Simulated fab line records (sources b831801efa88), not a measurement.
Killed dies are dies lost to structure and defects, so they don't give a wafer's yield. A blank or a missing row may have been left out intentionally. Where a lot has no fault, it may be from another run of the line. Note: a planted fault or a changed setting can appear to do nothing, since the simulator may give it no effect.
A struck lot beside a sound one | flow sfq line | 14 out of 325 route steps
Sound: wafers L736.3, L736.4, L736.6. Struck: wafer L751.2 (L751.1, L751.4, from the same lot, were not struck and are left out); the cause is given at the end.
At each step with rows: each side's tool, then ch and its chambers, then its first start. Under that, the readings that differ: sound wafers | struck wafers | difference of the means | sigmas: that difference in standard deviations of wafers without a fault.
alike: readings with means less than 2 such deviations apart, plus words and numbers identical on both sides. not compared: withheld readings, readings lacking a value on some wafer, bounds such as >300 that could conceal the same value, and numbers that have no deviation in the record and whose values overlap.
A row with sigmas, a row that says differs or no value, or rows on one side alone: a step with any of these is where the two part. When numbers do not overlap yet have no deviation, they are printed without sigmas and do not part them. A reading missing from all wafers of one side parts the sides only when that side holds two or more wafers.

SFQ_TRILAYER_L0_ETCH_METAL_ETCH_008: etches MoNx KI in SF6/O2, stops on SiO2, target depth 50 nm, time 25 s.
  sound on rie metal-01 ch 1, day 4 17:28; struck on rie metal-04 ch 1, day 9 09:30
  reading                | sound | struck | difference                   | sigmas
  rf hours counter h (h) | - - - | 129    | no value on the sound wafers |
  alike: drypump motor current A, oes product au, rf fwd power W
SFQ_TRILAYER_L0_STRIP_STRIP_009: strips in O2.
  sound on rie metal-01 ch 1, day 4 17:55; struck on rie metal-04 ch 1, day 9 09:33
  reading                | sound | struck | difference                   | sigmas
  rf hours counter h (h) | - - - | 129    | no value on the sound wafers |
  alike: drypump motor current A, oes product au
then, 1 step without rows for these wafers: SFQ_TRILAYER_L0_STRIP_SOLV_CLEAN_010 (cleans in NMP, time 600 s).
SFQ_TRILAYER_L0_CAP_PECVD_011: deposits SiO2 from SiH4/N2O, time 13.333 s, target thk 60 nm.
  sound on pecvd-01 ch 0,2, day 4 18:54; struck on pecvd-02 ch 0, day 9 10:19
  alike: heater power outer w, heater power w, throttle valve pct
then, 6 steps without rows for these wafers: SFQ_TRILAYER_L0_VIA_LITHO_COAT_018 (resist thk 62 nm); SFQ_TRILAYER_L0_VIA_LITHO_COAT_013 (resist thk 650 nm); SFQ_TRILAYER_L0_VIA_LITHO_SOFTBAKE_017; SFQ_TRILAYER_L0_VIA_LITHO_EXPOSE_014 (exposes mask L0V, target cd 700 nm); SFQ_TRILAYER_L0_VIA_LITHO_PEB_016 (peb time 60 s); SFQ_TRILAYER_L0_VIA_LITHO_DEVELOP_015 (time 60 s).
-- the record jumps here: 5 days lie between the struck wafers' starts before and after --
SFQ_L0V_OVL_MEAS_903:
  struck on overlay-02, day 14 06:35; sound on overlay-02, day 9 07:04
  alike: L0V_OVL
SFQ_TRILAYER_L0_VIA_BARC_OPEN_VIA_ETCH_021: etches BARC in O2, target depth 125 nm, time 41.7 s.
  sound on rie diel-03 ch 0,1,3, day 9 07:05; struck on rie diel-03 ch 2, day 14 06:37
  alike: drypump motor current A, oes product au, rf fwd power W
  not compared: rf hours counter h
SFQ_TRILAYER_L0_VIA_ETCH_VIA_ETCH_016: etches SiO2 in CHF3, stops on MoNx KI, target depth 80 nm.
  sound on rie diel-03 ch 0,1,3, day 9 07:07; struck on rie diel-03 ch 2, day 14 06:40
  reading            | sound             | struck | difference | sigmas
  rf fwd power W (W) | 496.3 492.7 495.3 | 415.7  | -79.1      | -38
  alike: drypump motor current A, oes product au
SFQ_TRILAYER_L0_VIA_STRIP_STRIP_017: strips in O2.
  sound on rie metal-02 ch 0, day 9 07:34; struck on rie metal-01 ch 1, day 14 06:42
  reading                | sound | struck | difference                   | sigmas
  rf hours counter h (h) | - - - | 8      | no value on the sound wafers |
  alike: drypump motor current A, oes product au

== WHERE THEY PART ==
Last at SFQ_TRILAYER_L0_VIA_STRIP_STRIP_017 as far as this record goes, first at SFQ_TRILAYER_L0_ETCH_METAL_ETCH_008.

WHY: whatever the simulator had introduced
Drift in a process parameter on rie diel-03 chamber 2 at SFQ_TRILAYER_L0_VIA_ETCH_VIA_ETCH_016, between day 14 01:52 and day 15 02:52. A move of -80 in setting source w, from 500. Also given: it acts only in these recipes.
